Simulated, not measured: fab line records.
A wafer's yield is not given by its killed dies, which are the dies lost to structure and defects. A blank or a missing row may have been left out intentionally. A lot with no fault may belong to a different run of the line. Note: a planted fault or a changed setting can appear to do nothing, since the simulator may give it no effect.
Commonality check across tools | flow sky130 | 39 wafers sampled across 13 lots

REASON FOR OPENING
2 of 13 lots carry a flag on the reading GATE_OXIDE_OXIDATION_00_THK at SKY_GATE_OXIDE_THK_MEAS_02. Wafers without a fault read 10.25 nm, standard deviation 0.18.
Rule: a lot gets a flag if all its wafers with a number sit over 4 standard deviations from that mean, or if no wafer of it has a number. As for the other lots, they are considered sound.

lot  | measured     | on            | GATE_OXIDE_OXIDATION_00_THK (nm), wafer by wafer | flag
L312 | day 12 10:46 | film metro-01 | 10.08 10.24 10.13                                |
L313 | day 12 21:04 | film metro-02 | 10.11 9.98 10.07                                 |
L314 | day 13 06:40 | film metro-02 | 9.98 9.88 10.01                                  |
L315 | day 13 13:45 | film metro-02 | 10.03 10.03 10.02                                |
L316 | day 14 14:07 | film metro-01 | 10.31 10.24 10.31                                |
L317 | day 14 21:17 | film metro-02 | 10.29 10.22 10.19                                |
L320 | day 15 09:26 | film metro-02 | 9.92 10.13 10.13                                 |
L321 | day 15 22:08 | film metro-03 | 10.23 10.08 10.32                                |
L325 | day 17 01:06 | film metro-02 | 10.11 10.11 10.34                                |
L327 | day 17 18:52 | film metro-02 | 13.34 13.38 13.56                                | FLAGGED
L328 | day 17 20:17 | film metro-01 | 13.44 13.42 13.61                                | FLAGGED
L334 | day 20 16:44 | film metro-03 | 10.08 10.15 10.16                                |
L335 | day 20 18:00 | film metro-01 | 10.40 10.42 10.37                                |
The numbers of the flagged lots are 13.46 nm on average: +3.21 nm against the usual, or +18 standard deviations.

WHICH TOOL RAN EACH LOT
The record keeps 1 process step preceding the reading, out of 708 steps on the route. Every cell lists first the tool, next ch and the chambers used by the sampled wafers, and last the start.
lot  | flag    | SKY_GATE_OXIDE_OXIDATION_01
L312 |         | furnace-02 ch 0, day 12 09:20
L313 |         | furnace-02 ch 0, day 12 19:39
L314 |         | furnace-01 ch 0, day 13 05:15
L315 |         | furnace-01 ch 0, day 13 12:20
L316 |         | furnace-01 ch 0, day 14 12:43
L317 |         | furnace-02 ch 0, day 14 19:52
L320 |         | furnace-01 ch 0, day 15 08:01
L321 |         | furnace-02 ch 0, day 15 20:43
L325 |         | furnace-02 ch 0, day 16 23:41
L327 | FLAGGED | furnace-01 ch 0, day 17 17:27
L328 | FLAGGED | furnace-01 ch 0, day 17 18:52
L334 |         | furnace-02 ch 0, day 20 15:19
L335 |         | furnace-01 ch 0, day 20 16:35
What these steps do:
- SKY_GATE_OXIDE_OXIDATION_01: stabilise 600 s, purge 300 s, target thk 10.268 nm.
- SKY_GATE_OXIDE_THK_MEAS_02

FLAGGED OVER TOTAL, TOOL BY TOOL (the gauges that took the reading come last)
step                        | tool          | lots run | flagged | share of the flagged lots | sound lots run after its first flagged lot
SKY_GATE_OXIDE_OXIDATION_01 | furnace-01    | 7        | 2       | all                       | 1 (L335)
SKY_GATE_OXIDE_OXIDATION_01 | furnace-02    | 6        | 0       | none                      | -
SKY_GATE_OXIDE_THK_MEAS_02  | film metro-01 | 4        | 1       | some                      | 1 (L335)
SKY_GATE_OXIDE_THK_MEAS_02  | film metro-02 | 7        | 1       | some                      | 0
SKY_GATE_OXIDE_THK_MEAS_02  | film metro-03 | 2        | 0       | none                      | -

WHAT THE TABLE PERMITS
All flagged lots share 1 row of the table, namely furnace-01 at SKY_GATE_OXIDE_OXIDATION_01.
- furnace-01 at SKY_GATE_OXIDE_OXIDATION_01 ran 7 lots, 2 of them flagged. Lots that were sound ran on it after the first flagged one (L335); a persistent fault on the entire tool would not allow that.
No row of the table ran every flagged lot and no sound lot after the first.

WHAT HAD BEEN PUT IN BY THE SIMULATOR
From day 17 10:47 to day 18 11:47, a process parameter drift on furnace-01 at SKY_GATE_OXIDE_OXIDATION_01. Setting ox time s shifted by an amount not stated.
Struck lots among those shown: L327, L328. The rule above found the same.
